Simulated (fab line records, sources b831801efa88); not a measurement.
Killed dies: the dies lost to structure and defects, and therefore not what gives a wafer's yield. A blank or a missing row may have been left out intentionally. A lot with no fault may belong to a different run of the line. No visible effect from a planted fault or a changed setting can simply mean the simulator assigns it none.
fab line records	flow gf180mcu
[record] lots = 24	wafers = 72	lastDay = 34
route steps=602 shown HV_LDD@225 PSD@259 SALICIDE@281 MIM@506 V5@555 PASSIVATION@599
lots with no fault: from the same line, run without faults
startH: hours from the record's first day to the start of the lot's first wafer shown	waitH: hours elapsed since this lot's preceding step	" unchanged from the row above	L1.1+2: a single row standing in for several wafers	- either no value or no given start	* or withheld: withheld	< > ~ a bound
route shown NAME@n: names a module that has steps shown in the file, with the first one's number in the route	usual: the fault-free wafers' mean and standard deviation	same: alike in all rows	chamber/n: place in a boat	sites: the reading at each site	_std_site: standard deviation across them	_edge_site: inner sites' mean taken away from outer sites' mean	radiusMm: for every site, how far away it sits from the centre of the wafer	mask NAME#n: copy n	behind: tool/chamber where the wafer was last shaped	hold: cause of the lot's hold/its duration in hours/its outcome	device: names the non-switching transistor (n, p or np)	end of line: tests run on the same wafers once the route is complete	for a step that has no rows: nothing shown but its recipe	killed: at the first sort, the dies lost to defects and structure; wafer yield is something else	map: per-die view of a wafer (x killed, . not killed, _ where there is no die)
set.NAME: the setting that was run; set.NAME@STEP: the one run at that earlier step	model.NAME: the simulator's own value behind a step, which no gauge read
the route's steps for a sample of lots (tables are steps, rows are wafers)
services: the hour from which a tool's chamber was out of use, counted from the record's first day as startH (under 0 if before that day), plus the number of hours and why
[[steps]]
[step GF_HV_LDD_STRIP_49]
[recipe] chemistry = O2/N2	powerW = 1400	pressureMtorr = 1500	platenTempC = 250	o2FlowSccm = 3000	n2FlowSccm = 300	overashFraction = 0.5
[usual] drypumpMotorCurrentA = 5.5/0.42	heaterPowerW = 320/35	o2FlowSccm = 2999/9	oesProductAu = 0.716/0.0042	stripTimeToEndpointS = 12.63/0.04
lot.wafer	tool	chamber	startH	waitH	drypumpMotorCurrentA	heaterPowerW	o2FlowSccm	oesProductAu	rfHoursCounterH	stripTimeToEndpointS
L074.2	plasmaAsher-02	0	276.24	0.1	5.6	349	2989	0.719	44	12.64
L074.3	"	0	"	"	5.6	347	3015	0.713	-	12.64
L074.6	"	0	"	"	5.6	342	3018	0.715	-	12.59
L075.1	plasmaAsher-01	1	279.87	0.1	6.2	286	3024	0.711	70	12.64
L075.5	"	1	"	"	6.2	287	3018	0.705	-	12.66
L075.6	"	0	"	"	5.7	389	2999	0.718	-	12.64
L076.4	plasmaAsher-02	1	293.10	0.1	4.9	301	2982	0.712	-	12.60
L076.5	"	0	"	"	5.5	341	3001	0.718	-	12.62
L076.6	"	1	"	"	5.0	300	2980	0.721	-	12.62
L077.1	plasmaAsher-02	0	300.57	0.1	5.6	348	2985	0.717	46	12.60
L077.3	"	0	"	"	5.6	349	2993	0.721	-	12.58
L077.5	"	0	"	"	5.6	337	2980	0.718	-	12.62
L079.1	plasmaAsher-03	0	311.69	0.1	5.2	302	2989	0.717	60	12.64
L079.2	"	1	"	"	5.8	284	2996	0.716	60	12.62
L079.3	"	1	"	"	5.8	289	3010	0.720	-	12.68
L078.2	plasmaAsher-03	1	312.07	0.1	5.8	290	3004	0.718	60	12.60
L078.5	"	1	"	"	5.8	294	3013	0.717	-	12.61
L078.6	"	0	"	"	5.2	303	2997	0.724	-	12.59
L080.2	plasmaAsher-01	0	321.37	0.1	5.7	378	2994	0.712	74	12.66
L080.4	"	0	"	"	5.7	390	2995	0.719	-	12.67
L080.5	"	0	"	"	5.7	387	2997	0.717	-	12.67
L081.2	plasmaAsher-01	0	330.62	0.1	5.7	386	3006	0.719	75	12.67
L081.3	"	1	"	"	6.2	283	2999	0.723	-	12.62
L081.4	"	0	"	"	5.7	381	3001	0.718	-	12.66
L082.2	plasmaAsher-03	1	341.57	0.1	5.8	282	3008	0.713	63	12.60
L082.5	"	1	"	"	5.9	288	2998	0.714	-	12.63
L082.6	"	0	"	"	5.2	306	3008	0.713	-	12.61
L083.1	plasmaAsher-02	0	346.27	0.1	5.6	349	3003	0.711	51	12.58
L083.3	"	0	"	"	5.6	335	3001	0.723	-	12.61
L083.6	"	1	"	"	5.0	304	2999	0.719	-	12.60
L084.2	plasmaAsher-01	1	353.77	0.1	6.3	292	3000	0.720	76	12.62
L084.3	"	0	"	"	5.8	391	2975	0.708	-	12.59
L084.4	"	1	"	"	6.3	286	2997	0.715	-	12.61
L085.1	plasmaAsher-03	0	361.42	0.1	5.2	301	3008	0.710	66	12.60
L085.2	"	1	"	"	5.8	291	2996	0.717	66	12.59
L085.6	"	1	"	"	5.8	287	3005	0.725	-	12.60
L086.1	plasmaAsher-02	1	369.12	0.1	4.9	301	2993	0.715	54	12.65
L086.3	"	0	"	"	5.6	352	2983	0.718	-	12.66
L086.6	"	1	"	"	5.0	301	3000	0.707	-	12.67
L087.1	plasmaAsher-02	1	375.92	0.1	4.9	303	3009	0.724	55	12.56
L087.2	"	0	"	"	5.6	337	3002	0.711	55	12.55
L087.6	"	1	"	"	4.9	301	3000	0.714	-	12.56
L088.2	plasmaAsher-01	0	384.02	0.1	5.8	394	3002	0.715	78	12.68
L088.5	"	1	"	"	6.2	285	2991	0.714	-	12.69
L088.6	"	0	"	"	5.8	396	3006	0.717	-	12.68
L089.3	plasmaAsher-02	1	388.25	0.1	5.0	300	3005	0.728	-	12.63
L089.4	"	0	"	"	5.6	351	2998	0.721	-	12.64
L089.6	"	0	"	"	5.6	336	2989	0.716	-	12.64
L090.2	plasmaAsher-03	1	399.46	0.1	5.9	289	2998	0.717	70	12.64
L090.3	"	0	"	"	5.2	299	2984	0.721	-	12.66
L090.4	"	1	"	"	5.8	289	3004	0.720	-	12.65
L091.1	plasmaAsher-01	0	409.23	0.1	5.8	387	3013	0.719	81	12.68
L091.4	"	1	"	"	6.2	288	2990	0.715	-	12.65
L091.6	"	0	"	"	5.7	387	3001	0.715	-	12.63
L092.1	plasmaAsher-01	0	413.87	0.1	5.7	386	3012	0.717	81	12.62
L092.3	"	0	"	"	5.7	377	3005	0.712	-	12.61
L092.6	"	1	"	"	6.2	288	3006	0.720	-	12.61
L093.2	plasmaAsher-03	0	421.22	0.1	5.2	306	3003	0.710	72	12.67
L093.5	"	0	"	"	5.2	299	2998	0.723	-	12.69
L093.6	"	1	"	"	5.9	289	2999	0.716	-	12.69
L094.2	plasmaAsher-02	1	431.51	0.1	5.0	294	3005	0.719	61	12.74
L094.3	"	0	"	"	5.6	345	2998	0.712	-	12.71
L094.6	"	1	"	"	5.0	306	3009	0.717	-	12.72
L095.2	plasmaAsher-02	0	441.96	0.1	5.6	343	3016	0.718	62	12.65
L095.3	"	1	"	"	5.0	294	2999	0.718	-	12.63
L095.4	"	0	"	"	5.6	343	2997	0.714	-	12.63
L096.3	plasmaAsher-02	0	447.62	0.1	5.6	346	2992	0.716	-	12.60
L096.4	"	1	"	"	5.0	300	2996	0.721	-	12.61
L096.5	"	1	"	"	5.0	295	2990	0.722	-	12.61
L097.1	plasmaAsher-02	0	460.86	0.1	5.6	343	2999	0.724	64	12.58
L097.3	"	1	"	"	5.0	296	2979	0.717	-	12.57
L097.4	"	0	"	"	5.6	342	3007	0.717	-	12.53
[step GF_PSD_TW_MEAS_11]
[usual] PSD_TW = 3153/42
lot.wafer	tool	chamber	startH	waitH	PSD_TW
L074.2	filmMetro-01	-	320.56	0.1	3227
L074.3	"	-	"	"	3232
L074.6	"	-	"	"	3232
L075.1	filmMetro-01	-	324.25	0.1	3217
L075.5	"	-	"	"	3190
L075.6	"	-	"	"	3197
L076.4	filmMetro-01	-	339.18	0.1	3201
L076.5	"	-	"	"	3181
L076.6	"	-	"	"	3201
L077.1	filmMetro-01	-	346.97	0.1	3200
L077.3	"	-	"	"	3201
L077.5	"	-	"	"	3197
L079.1	filmMetro-02	-	358.27	0.1	3190
L079.2	"	-	"	"	3182
L079.3	"	-	"	"	3168
L078.2	filmMetro-03	-	361.83	0.1	3121
L078.5	"	-	"	"	3118
L078.6	"	-	"	"	3116
L080.2	filmMetro-03	-	367.63	0.1	3136
L080.4	"	-	"	"	3117
L080.5	"	-	"	"	3120
L081.2	filmMetro-03	-	376.63	0.1	3122
L081.3	"	-	"	"	3116
L081.4	"	-	"	"	3118
L082.2	filmMetro-03	-	388.62	0.1	3106
L082.5	"	-	"	"	3119
L082.6	"	-	"	"	3111
L083.1	filmMetro-03	-	394.90	0.1	3115
L083.3	"	-	"	"	3111
L083.6	"	-	"	"	3103
L084.2	filmMetro-03	-	401.87	0.1	3120
L084.3	"	-	"	"	3100
L084.4	"	-	"	"	3119
L085.1	filmMetro-03	-	410.42	0.1	3118
L085.2	"	-	"	"	3112
L085.6	"	-	"	"	3131
L086.1	filmMetro-03	-	418.70	0.1	3104
L086.3	"	-	"	"	3116
L086.6	"	-	"	"	3106
L087.1	filmMetro-02	-	425.17	0.1	3143
L087.2	"	-	"	"	3164
L087.6	"	-	"	"	3153
L088.2	filmMetro-01	-	434.51	0.1	3207
L088.5	"	-	"	"	3220
L088.6	"	-	"	"	3207
L089.3	filmMetro-03	-	439.18	0.1	3108
L089.4	"	-	"	"	3097
L089.6	"	-	"	"	3104
L090.2	filmMetro-03	-	451.37	0.1	3107
L090.3	"	-	"	"	3103
L090.4	"	-	"	"	3098
L091.1	filmMetro-03	-	461.96	0.1	3163
L091.4	"	-	"	"	3139
L091.6	"	-	"	"	3142
L092.1	filmMetro-03	-	466.60	0.1	3133
L092.3	"	-	"	"	3132
L092.6	"	-	"	"	3136
L093.2	filmMetro-02	-	473.82	0.1	3160
L093.5	"	-	"	"	3171
L093.6	"	-	"	"	3167
L094.2	filmMetro-03	-	484.22	0.1	3126
L094.3	"	-	"	"	3136
L094.6	"	-	"	"	3143
L095.2	filmMetro-01	-	493.72	0.1	3217
L095.3	"	-	"	"	3191
L095.4	"	-	"	"	3188
L096.3	filmMetro-01	-	499.67	0.1	3191
L096.4	"	-	"	"	3190
L096.5	"	-	"	"	3183
L097.1	filmMetro-01	-	513.20	0.1	3200
L097.3	"	-	"	"	3200
L097.4	"	-	"	"	3215
[step GF_SALICIDE_SPUTTER_03]
[recipe] material = TiN	targetThkNm = 20	powerW = 6500	timeS = 16.7	chamberPressurePa = 0.4
[usual] chamberPressurePa = 0.4000/0.00081	throttleValvePct = 30.3/0.8
lot.wafer	tool	chamber	startH	waitH	chamberPressurePa	throttleValvePct
L074.2	pvdSputter-03	-	341.85	0.0	0.4003	30.7
L074.3	"	-	"	"	0.3993	29.9
L074.6	"	-	"	"	0.4012	31.2
L075.1	pvdSputter-02	-	346.63	0.0	0.4002	29.1
L075.5	"	-	"	"	0.3993	29.1
L075.6	"	-	"	"	0.4000	30.1
L076.4	pvdSputter-02	-	361.97	0.0	0.3991	29.0
L076.5	"	-	"	"	0.3990	31.2
L076.6	"	-	"	"	0.3998	29.3
L077.1	pvdSputter-03	-	369.42	0.0	0.4011	29.9
L077.3	"	-	"	"	0.4025	30.4
L077.5	"	-	"	"	0.4004	30.5
L079.1	pvdSputter-01	-	380.86	0.0	0.3992	30.1
L079.2	"	-	"	"	0.3983	31.5
L079.3	"	-	"	"	0.4009	30.8
L078.2	pvdSputter-03	-	384.85	0.0	0.4004	30.8
L078.5	"	-	"	"	0.3984	29.9
L078.6	"	-	"	"	0.4006	30.3
L080.2	pvdSputter-01	-	390.96	0.0	0.3995	29.1
L080.4	"	-	"	"	0.4009	30.9
L080.5	"	-	"	"	0.3993	30.4
L081.2	pvdSputter-01	-	399.97	0.0	0.4002	31.0
L081.3	"	-	"	"	0.4005	30.5
L081.4	"	-	"	"	0.3991	29.3
L082.2	pvdSputter-02	-	412.32	0.0	0.4004	30.0
L082.5	"	-	"	"	0.4004	29.1
L082.6	"	-	"	"	0.3998	30.3
L083.1	pvdSputter-02	-	419.12	0.0	0.4006	31.3
L083.3	"	-	"	"	0.4000	29.0
L083.6	"	-	"	"	0.3995	29.3
L084.2	pvdSputter-02	-	426.53	0.0	0.3989	31.1
L084.3	"	-	"	"	0.3995	30.3
L084.4	"	-	"	"	0.3992	29.0
L085.1	pvdSputter-01	-	435.48	0.0	0.3997	29.2
L085.2	"	-	"	"	0.4001	30.4
L085.6	"	-	"	"	0.4003	29.4
L086.1	pvdSputter-02	-	443.43	0.0	0.3991	31.0
L086.3	"	-	"	"	0.4006	29.3
L086.6	"	-	"	"	0.4010	29.0
L087.1	pvdSputter-01	-	450.72	0.0	0.3998	30.4
L087.2	"	-	"	"	0.4007	30.8
L087.6	"	-	"	"	0.4000	28.9
L088.2	pvdSputter-03	-	459.23	0.0	0.4014	29.7
L088.5	"	-	"	"	0.4000	30.4
L088.6	"	-	"	"	0.4001	30.0
L089.3	pvdSputter-03	-	464.88	0.0	0.3975	30.6
L089.4	"	-	"	"	0.3993	30.4
L089.6	"	-	"	"	0.3995	31.2
L090.2	pvdSputter-01	-	476.38	0.0	0.4009	30.8
L090.3	"	-	"	"	0.4003	31.7
L090.4	"	-	"	"	0.3988	29.1
L091.1	pvdSputter-01	-	487.80	0.0	0.4003	31.4
L091.4	"	-	"	"	0.4011	29.9
L091.6	"	-	"	"	0.4005	30.6
L092.1	pvdSputter-02	-	492.32	0.0	0.4013	31.1
L092.3	"	-	"	"	0.4001	30.3
L092.6	"	-	"	"	0.4008	30.1
L093.2	pvdSputter-01	-	498.30	0.0	0.3996	31.4
L093.5	"	-	"	"	0.4002	31.4
L093.6	"	-	"	"	0.3991	30.6
L094.2	pvdSputter-01	-	509.18	0.0	0.4001	30.7
L094.3	"	-	"	"	0.4000	30.6
L094.6	"	-	"	"	0.3995	30.0
L095.2	pvdSputter-03	-	517.75	0.0	0.3997	31.1
L095.3	"	-	"	"	0.3997	29.6
L095.4	"	-	"	"	0.4009	30.2
L096.3	pvdSputter-03	-	524.03	0.0	0.3996	30.2
L096.4	"	-	"	"	0.3991	31.0
L096.5	"	-	"	"	0.3987	30.9
L097.1	pvdSputter-01	-	537.20	0.0	0.4008	29.2
L097.3	"	-	"	"	0.3994	30.4
L097.4	"	-	"	"	0.4005	30.9
[step GF_MIM_SPUTTER_03]
[recipe] material = Ti	targetThkNm = 10	substrateTempC = 300	chamberPressurePa = 0.3	powerW = 3000	timeS = 6.7
[usual] chamberPressurePa = 0.3000/0.00061	throttleValvePct = 30.4/1.2
lot.wafer	tool	chamber	startH	waitH	chamberPressurePa	throttleValvePct
L074.2	pvdSputter-01	-	566.74	0.0	0.2993	31.7
L074.3	"	-	"	"	0.2990	30.1
L074.6	"	-	"	"	0.2986	31.4
L075.1	pvdSputter-01	-	571.26	0.0	0.2996	30.2
L075.5	"	-	"	"	0.3005	30.5
L075.6	"	-	"	"	0.2998	30.4
L076.4	pvdSputter-03	-	589.00	0.0	0.2998	31.0
L076.5	"	-	"	"	0.2998	30.8
L076.6	"	-	"	"	0.3004	31.1
L077.1	pvdSputter-03	-	594.15	0.0	0.3004	30.4
L077.3	"	-	"	"	0.3010	31.0
L077.5	"	-	"	"	0.3004	30.5
L079.1	pvdSputter-03	-	604.73	0.0	0.2995	30.3
L079.2	"	-	"	"	0.3004	31.0
L079.3	"	-	"	"	0.2989	31.2
L078.2	pvdSputter-04	-	609.05	0.0	0.2993	32.6
L078.5	"	-	"	"	0.2995	31.4
L078.6	"	-	"	"	0.3003	29.5
L080.2	pvdSputter-01	-	615.25	0.0	0.2995	30.2
L080.4	"	-	"	"	0.2994	31.4
L080.5	"	-	"	"	0.3002	29.3
L081.2	pvdSputter-04	-	622.50	0.0	0.3009	31.1
L081.3	"	-	"	"	0.3001	32.3
L081.4	"	-	"	"	0.2989	27.7
L082.2	pvdSputter-01	-	633.53	0.0	0.3006	31.5
L082.5	"	-	"	"	0.3007	31.5
L082.6	"	-	"	"	0.3004	30.9
L083.1	pvdSputter-03	-	639.50	0.0	0.3000	29.8
L083.3	"	-	"	"	0.3002	31.0
L083.6	"	-	"	"	0.3003	30.9
L084.2	pvdSputter-03	-	645.88	0.0	0.2987	29.8
L084.3	"	-	"	"	0.2987	31.1
L084.4	"	-	"	"	0.3007	29.8
L085.1	pvdSputter-01	-	652.55	0.0	0.2991	29.5
L085.2	"	-	"	"	0.3000	30.3
L085.6	"	-	"	"	0.2994	31.6
L086.1	pvdSputter-04	-	659.83	0.0	0.2996	31.3
L086.3	"	-	"	"	0.2999	29.7
L086.6	"	-	"	"	0.2995	31.4
L087.1	pvdSputter-01	-	665.58	0.0	0.3003	29.0
L087.2	"	-	"	"	0.3008	31.5
L087.6	"	-	"	"	0.2995	30.8
L088.2	pvdSputter-04	-	670.28	0.0	0.3000	29.9
L088.5	"	-	"	"	0.2998	28.1
L088.6	"	-	"	"	0.2997	31.5
L089.3	pvdSputter-01	-	676.24	0.0	0.2995	30.3
L089.4	"	-	"	"	0.3002	29.2
L089.6	"	-	"	"	0.2996	30.9
L090.2	pvdSputter-04	-	686.00	0.0	0.2993	29.3
L090.3	"	-	"	"	0.3000	32.2
L090.4	"	-	"	"	0.3007	27.7
L091.1	pvdSputter-04	-	692.28	0.0	0.3000	32.1
L091.4	"	-	"	"	0.2990	28.0
L091.6	"	-	"	"	0.2998	27.8
L092.1	pvdSputter-04	-	699.33	0.0	0.3002	32.5
L092.3	"	-	"	"	0.3005	29.4
L092.6	"	-	"	"	0.3008	32.0
L093.2	pvdSputter-01	-	704.60	0.0	0.3000	30.1
L093.5	"	-	"	"	0.2993	30.8
L093.6	"	-	"	"	0.3005	31.4
L094.2	pvdSputter-03	-	709.43	0.0	0.2997	30.7
L094.3	"	-	"	"	0.3000	31.2
L094.6	"	-	"	"	0.3000	31.1
L095.2	pvdSputter-01	-	718.85	0.0	0.3009	31.6
L095.3	"	-	"	"	0.3006	29.3
L095.4	"	-	"	"	0.3002	30.2
L096.3	pvdSputter-04	-	723.25	0.0	0.2999	27.6
L096.4	"	-	"	"	0.2999	32.2
L096.5	"	-	"	"	0.2998	32.2
L097.1	pvdSputter-04	-	731.55	0.0	0.2991	27.9
L097.3	"	-	"	"	0.3000	29.2
L097.4	"	-	"	"	0.3004	32.3
[step GF_V5_OVL_MEAS_15]
[usual] V5_OVL = 1/5.5
lot.wafer	tool	chamber	startH	waitH	V5_OVL[nm]
L074.2	overlay-01	-	631.31	0.1	4
L074.3	"	-	"	"	9
L074.6	"	-	"	"	6
L075.1	overlay-02	-	637.01	0.1	0
L075.5	"	-	"	"	9
L075.6	"	-	"	"	0
L076.4	overlay-02	-	650.93	0.1	0
L076.5	"	-	"	"	7
L076.6	"	-	"	"	4
L077.1	overlay-01	-	656.91	0.1	2
L077.3	"	-	"	"	8
L077.5	"	-	"	"	2
L079.1	overlay-02	-	665.70	0.1	1
L079.2	"	-	"	"	-1
L079.3	"	-	"	"	0
L078.2	overlay-01	-	669.80	0.1	3
L078.5	"	-	"	"	0
L078.6	"	-	"	"	9
L080.2	overlay-02	-	676.23	0.1	-3
L080.4	"	-	"	"	-1
L080.5	"	-	"	"	-5
L081.2	overlay-01	-	683.85	0.1	1
L081.3	"	-	"	"	10
L081.4	"	-	"	"	8
L082.2	overlay-02	-	693.70	0.1	-6
L082.5	"	-	"	"	-10
L082.6	"	-	"	"	-9
L083.1	overlay-01	-	699.94	0.1	3
L083.3	"	-	"	"	2
L083.6	"	-	"	"	6
L084.2	overlay-02	-	704.68	0.1	-10
L084.3	"	-	"	"	-8
L084.4	"	-	"	"	-12
L085.1	overlay-01	-	711.21	0.1	5
L085.2	"	-	"	"	0
L085.6	"	-	"	"	6
L086.1	overlay-02	-	717.93	0.1	1
L086.3	"	-	"	"	-1
L086.6	"	-	"	"	0
L087.1	overlay-01	-	722.68	0.1	-9
L087.2	"	-	"	"	-2
L087.6	"	-	"	"	-5
L088.2	overlay-01	-	727.06	0.1	1
L088.5	"	-	"	"	3
L088.6	"	-	"	"	-6
L089.3	overlay-02	-	731.99	0.1	-12
L089.4	"	-	"	"	-5
L089.6	"	-	"	"	-4
L090.2	overlay-01	-	742.53	0.1	1
L090.3	"	-	"	"	7
L090.4	"	-	"	"	10
L091.1	overlay-01	-	746.11	0.1	-6
L091.4	"	-	"	"	2
L091.6	"	-	"	"	1
L092.1	overlay-01	-	754.01	0.1	6
L092.3	"	-	"	"	-1
L092.6	"	-	"	"	2
L093.2	overlay-01	-	758.60	0.1	10
L093.5	"	-	"	"	11
L093.6	"	-	"	"	5
L094.2	overlay-01	-	761.95	0.1	-4
L094.3	"	-	"	"	-5
L094.6	"	-	"	"	2
L095.2	overlay-02	-	770.78	0.1	6
L095.3	"	-	"	"	2
L095.4	"	-	"	"	2
L096.3	overlay-01	-	776.97	0.1	-6
L096.4	"	-	"	"	5
L096.5	"	-	"	"	-7
L097.1	overlay-02	-	782.94	0.1	12
L097.3	"	-	"	"	5
L097.4	"	-	"	"	1
[step GF_PASSIVATION_STRIP_12]
[recipe] chemistry = O2/N2	powerW = 1400	pressureMtorr = 1500	platenTempC = 250	o2FlowSccm = 3000	n2FlowSccm = 300	overashFraction = 0.5
[usual] drypumpMotorCurrentA = 5.7/0.35	heaterPowerW = 315/38	o2FlowSccm = 2999/9.3	oesProductAu = 0.719/0.0044	stripTimeToEndpointS = 34.7/0.3
lot.wafer	tool	chamber	startH	waitH	drypumpMotorCurrentA	heaterPowerW	o2FlowSccm	oesProductAu	rfHoursCounterH	stripTimeToEndpointS
L074.2	plasmaAsher-03	1	673.48	0.1	5.8	291	2993	0.714	25	35.1
L074.3	"	0	"	"	5.2	282	2997	0.721	-	35.3
L074.6	"	1	"	"	5.8	290	2995	0.724	-	35.3
L075.1	plasmaAsher-03	0	678.63	0.1	5.2	288	3009	0.723	26	35.0
L075.5	"	0	"	"	5.2	289	2991	0.716	-	34.9
L075.6	"	1	"	"	5.8	288	2991	0.719	-	34.7
L076.4	plasmaAsher-01	0	692.13	0.2	5.8	382	2998	0.715	-	34.4
L076.5	"	1	"	"	6.2	295	3008	0.714	-	34.7
L076.6	"	0	"	"	5.7	384	2998	0.714	-	34.2
L077.1	plasmaAsher-01	0	697.78	0.1	5.7	387	2994	0.719	110	34.8
L077.3	"	1	"	"	6.2	291	3000	0.720	-	34.3
L077.5	"	0	"	"	5.7	389	3018	0.721	-	34.2
L079.1	plasmaAsher-04	0	706.86	0.1	5.5	287	2997	0.712	63	34.2
L079.2	"	1	"	"	5.3	309	2990	0.719	63	34.4
L079.3	"	1	"	"	5.3	312	2990	0.719	-	34.8
L078.2	plasmaAsher-04	0	710.38	0.1	5.5	278	3008	0.719	63	34.7
L078.5	"	1	"	"	5.3	317	3004	0.719	-	34.1
L078.6	"	0	"	"	5.5	283	3010	0.712	-	34.5
L080.2	plasmaAsher-01	0	715.78	0.1	5.7	392	2993	0.716	112	34.9
L080.4	"	1	"	"	6.2	292	2988	0.726	-	35.3
L080.5	"	1	"	"	6.2	293	2988	0.723	-	35.1
L081.2	plasmaAsher-03	1	723.48	0.1	5.9	292	3000	0.720	31	34.7
L081.3	"	1	"	"	5.9	292	2994	0.719	-	34.3
L081.4	"	0	"	"	5.2	294	3010	0.723	-	34.6
L082.2	plasmaAsher-01	1	731.74	0.1	6.2	283	3011	0.723	114	34.9
L082.5	"	1	"	"	6.2	287	2991	0.716	-	34.8
L082.6	"	0	"	"	5.7	382	2989	0.713	-	34.5
L083.1	plasmaAsher-03	1	738.96	0.1	5.8	289	2991	0.716	33	34.9
L083.3	"	0	"	"	5.3	290	2983	0.721	-	34.4
L083.6	"	1	"	"	5.8	292	3016	0.715	-	35.0
L084.2	plasmaAsher-01	0	743.55	0.8	5.7	379	3006	0.721	1	34.5
L084.3	"	0	"	"	5.8	393	3010	0.723	-	34.6
L084.4	"	1	"	"	6.2	297	3004	0.721	-	34.8
L085.1	plasmaAsher-01	1	749.26	0.1	6.2	308	2991	0.723	2	35.1
L085.2	"	0	"	"	5.7	376	2991	0.719	2	34.9
L085.6	"	0	"	"	5.7	380	2990	0.724	-	35.0
L086.1	plasmaAsher-01	1	753.77	0.1	6.2	303	3009	0.723	3	34.8
L086.3	"	0	"	"	5.7	387	2990	0.720	-	35.2
L086.6	"	0	"	"	5.8	392	2999	0.707	-	34.7
L087.1	plasmaAsher-04	0	759.36	0.2	5.5	279	3000	0.723	67	35.2
L087.2	"	1	"	"	5.3	319	2988	0.712	67	34.6
L087.6	"	1	"	"	5.3	309	3000	0.710	-	35.0
L088.2	plasmaAsher-01	1	764.04	0.1	6.2	300	2996	0.718	4	34.1
L088.5	"	1	"	"	6.2	300	2992	0.723	-	34.4
L088.6	"	0	"	"	5.7	386	3011	0.727	-	34.7
L089.3	plasmaAsher-04	1	767.11	0.2	5.3	307	2996	0.720	-	34.5
L089.4	"	0	"	"	5.5	286	2990	0.719	-	35.2
L089.6	"	0	"	"	5.5	287	2991	0.721	-	34.5
L090.2	plasmaAsher-04	1	778.62	0.1	5.3	306	3012	0.714	70	34.8
L090.3	"	1	"	"	5.3	306	3011	0.726	-	34.8
L090.4	"	0	"	"	5.5	281	2999	0.721	-	34.6
L091.1	plasmaAsher-04	1	781.76	0.1	5.3	314	2994	0.721	71	34.8
L091.4	"	0	"	"	5.5	288	2997	0.715	-	34.2
L091.6	"	0	"	"	5.5	287	3020	0.714	-	34.6
L092.1	plasmaAsher-03	0	788.74	0.1	5.2	290	3001	0.717	33	34.8
L092.3	"	0	"	"	5.2	297	3002	0.717	-	34.4
L092.6	"	0	"	"	5.2	292	3000	0.727	-	34.9
L093.2	plasmaAsher-01	0	793.01	0.1	5.7	378	3014	0.718	8	34.3
L093.5	"	0	"	"	5.8	390	3009	0.719	-	34.4
L093.6	"	1	"	"	6.2	298	3008	0.720	-	34.6
L094.2	plasmaAsher-03	0	795.94	0.1	5.2	289	2994	0.722	34	34.9
L094.3	"	0	"	"	5.2	297	2982	0.720	-	34.8
L094.6	"	0	"	"	5.2	299	2982	0.727	-	34.4
L095.2	plasmaAsher-01	1	804.16	0.1	6.2	295	2997	0.718	9	34.5
L095.3	"	0	"	"	5.7	387	2990	0.724	-	34.9
L095.4	"	1	"	"	6.2	298	3004	0.715	-	35.0
L096.3	plasmaAsher-01	0	809.70	0.2	5.7	391	2997	0.718	-	35.0
L096.4	"	1	"	"	6.2	299	2992	0.706	-	34.7
L096.5	"	0	"	"	5.7	388	2978	0.721	-	34.1
L097.1	plasmaAsher-03	1	815.22	0.1	5.8	294	3005	0.713	36	35.1
L097.3	"	0	"	"	5.2	301	2994	0.722	-	34.6
L097.4	"	1	"	"	5.8	296	3004	0.720	-	34.5
[[services]]
tool	chamber	startH	hours	kind
pvdSputter-03	-	252.88	1.4	repair
plasmaAsher-03	-	283.16	2.0	repair
plasmaAsher-03	-	294.94	2.7	repair
pvdSputter-01	-	307.20	1.7	repair
plasmaAsher-01	-	337.15	9.8	repair
pvdSputter-03	-	337.77	2.6	repair
plasmaAsher-01	-	360.41	15.6	pm
plasmaAsher-03	-	421.32	9.0	pm
plasmaAsher-03	-	426.50	5.7	repair
plasmaAsher-03	-	446.94	12.6	repair
pvdSputter-03	-	467.58	21.1	repair
pvdSputter-03	-	521.49	2.5	repair
pvdSputter-01	-	528.56	4.4	repair
plasmaAsher-03	-	544.51	5.7	repair
pvdSputter-01	-	587.82	0.8	repair
plasmaAsher-01	-	599.31	29.1	pm
pvdSputter-01	-	658.73	1.8	repair
pvdSputter-03	-	668.18	1.5	repair
pvdSputter-01	-	699.10	2.0	repair
plasmaAsher-01	-	733.75	9.0	pm
pvdSputter-03	-	736.90	12.9	repair
plasmaAsher-03	-	739.91	48.7	repair
pvdSputter-01	-	763.89	2.9	repair
pvdSputter-01	-	765.62	4.2	repair
[[key]]
fault none
